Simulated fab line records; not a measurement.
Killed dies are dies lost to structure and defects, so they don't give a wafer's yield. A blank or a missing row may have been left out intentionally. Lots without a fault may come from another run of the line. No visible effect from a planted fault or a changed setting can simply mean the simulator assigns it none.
Struck lot and sound lot, side by side + flow sky130 + 44 steps out of a route of 708
Sound: the wafers L942.2, L942.4, L942.6. Wafers struck: L930.3, L930.4, L930.6. The cause comes at the end.
At each step with rows: each side's tool, then ch and its chambers, then its first start. Under that, the readings that differ: sound wafers + struck wafers + difference of the means + sigmas: that difference in standard deviations of wafers without a fault.
alike: a reading whose means differ by less than 2 such deviations, as well as words and numbers matching on both sides. not compared: withheld readings; readings where some wafer has no value; bounds like >300 that might hide an equal value; numbers whose values overlap and for which the record gives no deviation.
The two part at a step that has a row with sigmas, a row that says differs or no value, or rows on one side only. Numbers that don't overlap but have no deviation are shown without sigmas and don't part them. A reading that every wafer of one side lacks parts them only if that side has two wafers or more.

first, 1 step without rows for these wafers: SKY_SONOS_TUNNEL_DEVELOP_06 (develop time 60 s).
SKY_SONOS_TUNNEL_CD_MEAS_07 targets a cd of 410 nm.
  struck on cdSem-01, day 13 07:41; sound on cdSem-01, day 17 02:28
  alike: cdNm
SKY_SONOS_TUNNEL_OVL_MEAS_08:
  struck on overlay-01, day 13 07:47; sound on overlay-02, day 17 02:35
| reading               | sound       | struck         | difference | sigmas |
|-----------------------|-------------|----------------|------------|--------|
| SONOS_TUNNEL_OVL (nm) | 2.2 3.0 2.0 | -1.8 -1.5 -1.6 | -4.0       | -3     |
then, 3 steps without rows for these wafers: SKY_SONOS_TUNNEL_IMPLANT_09; SKY_SONOS_TUNNEL_WET_ETCH_10 (etches SiO2 in dHF, target depth 14 nm, time 280 s); SKY_SONOS_TUNNEL_STRIP_11 (strips in SPM, time 600 s).
SKY_SONOS_TUNNEL_TW_MEAS_12:
  struck on filmMetro-04, day 13 08:14; sound on filmMetro-04, day 17 03:02
  alike: SONOS_TUNNEL_TW
then, 2 steps without rows for these wafers: SKY_SONOS_TUNNEL_CLEAN_13 (cleans in dHF, time 20 s); SKY_SONOS_ONO_OXIDATION_00 (stabilise 600 s, purge 300 s, target thk 2.6 nm).
SKY_SONOS_ONO_THK_MEAS_01:
  struck on filmMetro-03, day 13 09:40; sound on filmMetro-03, day 17 04:32
  alike: SONOS_ONO_OXIDATION_THK
then, 1 step without rows for these wafers: SKY_SONOS_ONO_CVD_02 (deposits Si3N4 from DCS/NH3, target thk 10.5 nm, time 180 s).
SKY_SONOS_ONO_THK_MEAS_03:
  struck on filmMetro-01, day 13 12:06; sound on filmMetro-03, day 17 07:26
  alike: SONOS_ONO_CVD_02_THK
SKY_SONOS_ONO_CVD_04: deposits SiO2 from SiH4/N2O, target thk 5.7199 nm.
  sound on lpcvd-03 ch 1, day 17 07:29; struck on lpcvd-03 ch 0, day 13 12:08
| reading                                   | sound             | struck           | difference | sigmas |
|-------------------------------------------|-------------------|------------------|------------|--------|
| model.SiO2_of_SONOS_ONO_CVD_04.thkNm (nm) | 5.827 5.818 5.821 | 5.51 5.437 5.478 | -0.35      |        |
  alike: zonePowerUpperPct
SKY_SONOS_ONO_THK_MEAS_05:
  struck on filmMetro-03, day 13 13:25; sound on filmMetro-03, day 17 08:45
| reading                   | sound          | struck         | difference | sigmas |
|---------------------------|----------------|----------------|------------|--------|
| SONOS_ONO_CVD_04_THK (nm) | 5.88 5.76 5.83 | 5.50 5.41 5.43 | -0.38      | -5     |
then, 7 steps without rows for these wafers: SKY_SONOS_ONO_DEHYDRATE_06 (time 60 s); SKY_SONOS_ONO_HMDS_07 (prime time 60 s); SKY_SONOS_ONO_COAT_08 (resist thk 1140 nm); SKY_SONOS_ONO_SOFTBAKE_09 (time 60 s); SKY_SONOS_ONO_EXPOSE_10 (exposes mask ONOM, target cd 410 nm); SKY_SONOS_ONO_PEB_11; SKY_SONOS_ONO_DEVELOP_12 (develop time 60 s).
SKY_SONOS_ONO_CD_MEAS_13 targets a cd of 410 nm.
  struck on cdSem-02, day 14 14:55; sound on cdSem-02, day 18 13:20
  alike: cdNm
SKY_SONOS_ONO_OVL_MEAS_14:
  struck on overlay-01, day 14 15:00; sound on overlay-02, day 18 13:26
  alike: SONOS_ONO_OVL
SKY_SONOS_ONO_ETCH_15: etches the open film in CHF3/O2, target depth 19.52 nm, time 7.8 s.
  sound on rieDiel-01 ch 0,2, day 18 13:28; struck on rieDiel-03 ch 0,2, day 14 15:01
  alike: drypumpMotorCurrentA, oesProductAu, throttleValvePct
  not compared: rfHoursCounterH
then, 1 step without rows for these wafers: SKY_SONOS_ONO_WET_ETCH_16 (etches SiO2 in dHF, target depth 14 nm, time 280 s).
SKY_SONOS_ONO_STRIP_17: strips in O2/N2.
  sound on plasmaAsher-01 ch 0,1, day 18 13:35; struck on plasmaAsher-02 ch 0,1, day 14 15:10
  alike: drypumpMotorCurrentA, oesProductAu, stripTimeToEndpointS
  not compared: rfHoursCounterH
then, 3 steps without rows for these wafers: SKY_SONOS_ONO_WET_ETCH_18 (etches Si3N4 in H3PO4, target depth 15 nm, time 172 s); SKY_GATE_OXIDE_CLEAN_00 (cleans in SC1/SC2, time 150 s); SKY_GATE_OXIDE_OXIDATION_01 (stabilise 600 s, purge 300 s, target thk 10.268 nm).
SKY_GATE_OXIDE_THK_MEAS_02:
  struck on filmMetro-01, day 14 16:49; sound on filmMetro-04, day 18 16:10
  alike: GATE_OXIDE_OXIDATION_00_THK
then, 7 steps without rows for these wafers: SKY_GATE_OXIDE_DEHYDRATE_03 (time 60 s); SKY_GATE_OXIDE_HMDS_04 (prime time 60 s); SKY_GATE_OXIDE_COAT_05 (resist thk 1140 nm); SKY_GATE_OXIDE_SOFTBAKE_06 (time 60 s); SKY_GATE_OXIDE_EXPOSE_07 (exposes mask LVOM, target cd 600 nm); SKY_GATE_OXIDE_PEB_08; SKY_GATE_OXIDE_DEVELOP_09 (develop time 60 s).
SKY_GATE_OXIDE_OVL_MEAS_10:
  struck on overlay-01, day 15 19:10; sound on overlay-02, day 19 20:29
  alike: GATE_OXIDE_OVL
then, 2 steps without rows for these wafers: SKY_GATE_OXIDE_IMPLANT_11; SKY_GATE_OXIDE_WET_ETCH_12 (etches SiO2 in dHF, target depth 16.8 nm, time 336 s).
SKY_GATE_OXIDE_STRIP_13: strips in O2/N2.
  sound on plasmaAsher-01 ch 0,1, day 19 20:46; struck on plasmaAsher-04 ch 0,1, day 15 19:28
  alike: drypumpMotorCurrentA, oesProductAu, stripTimeToEndpointS
  not compared: rfHoursCounterH
SKY_GATE_OXIDE_TW_MEAS_14:
  struck on filmMetro-04, day 15 19:34; sound on filmMetro-02, day 19 20:53
| reading       | sound             | struck            | difference | sigmas |
|---------------|-------------------|-------------------|------------|--------|
| GATE_OXIDE_TW | 224.6 226.3 224.6 | 221.9 223.1 222.7 | -2.6       | -2     |
SKY_GATE_OXIDE_CLEAN_15: cleans in SC1/SC2, time 150 s.
  sound on wetBench-01 ch 1, day 19 20:56; struck on wetBench-02 ch 2, day 15 19:36
| reading                                   | sound             | struck            | difference | sigmas |
|-------------------------------------------|-------------------|-------------------|------------|--------|
| model.SiO2_of_SONOS_ONO_CVD_04.thkNm (nm) | 4.302 4.292 4.289 | 3.985 3.908 3.955 | -0.345     |        |
-- here the record skips 31 days between the struck wafers' starts before and after, leaving off in module GATE_OXIDE and picking up in module PAD_OPEN (first step shown: number 708 of the route) --
SKY_PAD_OPEN_PROBE_99:
  struck on prober-01, day 47 00:30; sound on prober-02, day 49 17:57
| reading                             | sound                | struck               | difference | sigmas |
|-------------------------------------|----------------------|----------------------|------------|--------|
| model.etest.capOno.gateLog10ACm2    | -8.206 -8.054 -8.299 | -7.699 -7.453 -7.68  | +0.576     |        |
| model.etest.capOno.toxAccNm (nm)    | 13.12 13 13.13       | 12.69 12.48 12.6     | -0.49      |        |
| model.etest.sonosProgrammed.vtV (V) | 1.361 1.423 1.309    | 1.523 1.611 1.569    | +0.203     |        |
| model.etest.sonosErased.vtV (V)     | -2.173 -2.241 -2.136 | -2.392 -2.466 -2.384 | -0.231     |        |
| model.etest.sonosBaked.vtV (V)      | 0.8951 0.9145 0.8892 | 1.027 1.036 1.013    | +0.126     |        |
  alike: killed_at_M0_to_M3, killed_at_M4_up, killedAtContacts, killedAtFrontEnd, killedAtOther, killedDies, killedOpen, killedShort

## WHERE THEY PART
Last at SKY_GATE_OXIDE_TW_MEAS_14 as far as this record goes, first at SKY_SONOS_TUNNEL_OVL_MEAS_08. Later steps at which nothing parts them and some readings are alike: SKY_PAD_OPEN_PROBE_99.

WHY: whatever the simulator had introduced
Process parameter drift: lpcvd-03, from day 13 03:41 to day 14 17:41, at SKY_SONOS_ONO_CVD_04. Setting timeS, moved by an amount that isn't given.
